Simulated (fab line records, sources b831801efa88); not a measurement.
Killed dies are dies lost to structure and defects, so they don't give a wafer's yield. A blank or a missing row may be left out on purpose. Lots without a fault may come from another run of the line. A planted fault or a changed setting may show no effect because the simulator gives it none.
Chamber matching | flow sky130 | SKY_FIELD_ISO_ETCH_14 on rie_diel-02: 4 sister chambers
The step etches BARC in N2/H2, stops on SiO2, time 45.9 s, target depth 60 nm. 8 wafers are shown with their chamber, then 9 later ones without.

WAFERS WITH THEIR CHAMBER
wafer  | chamber | oes_product_au (a.u.) | throttle_valve_pct (%)
L077.1 | 3       | 0.854                 | 13.236
L077.5 | 3       | 0.850                 | 13.226
L079.5 | 2       | 0.852                 | 13.220
L084.1 | 2       | 0.856                 | 13.244
L084.3 | 0       | 0.851                 | 13.224
L087.1 | 0       | 0.859                 | 13.226
L087.2 | 1       | 0.855                 | 13.235
L087.6 | 1       | 0.856                 | 13.202

WAFERS WITHOUT THEIR CHAMBER
wafer  | oes_product_au (a.u.) | throttle_valve_pct (%)
L091.3 | 0.852                 | 13.216
L091.4 | 0.856                 | 13.229
L091.5 | 0.860                 | 13.220
L095.1 | 0.843                 | 13.231
L095.2 | 0.851                 | 13.227
L095.4 | 0.857                 | 13.234
L097.1 | 0.851                 | 13.216
L097.4 | 0.854                 | 13.220
L097.6 | 0.854                 | 13.220

WHICH CHAMBER EACH WENT THROUGH
wafer  | from the rows above               | in truth
L091.3 | can't be placed: 3 or 1 or 0 or 2 | 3
L091.4 | can't be placed: 0 or 2 or 1 or 3 | 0
L091.5 | can't be placed: 1 or 0 or 2 or 3 | 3
L095.1 | can't be placed: 3 or 2 or 0 or 1 | 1
L095.2 | can't be placed: 3 or 2 or 0 or 1 | 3
L095.4 | can't be placed: 0 or 2 or 1 or 3 | 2
L097.1 | can't be placed: 3 or 0 or 1 or 2 | 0
L097.4 | can't be placed: 0 or 1 or 2 or 3 | 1
L097.6 | can't be placed: 0 or 1 or 2 or 3 | 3
Placed correctly: 0 of 9. Can't be placed from these rows: 9 (the true chamber is among the candidates in 9). Placed wrongly: 0.
How it was worked out, from the rows above alone: a wafer's distance from a chamber is the root of the sum, over the readings, of the square of ((its reading less the chamber's mean) divided by the reading's scatter). The wafer belongs to the nearest chamber; if the next one is less than 2 further off, it can't be placed. A chamber's mean is the mean of its shown wafers. The scatter: the root of (the sum of the squares of (reading less its chamber's mean) over the shown wafers, divided by (wafers less chambers)).
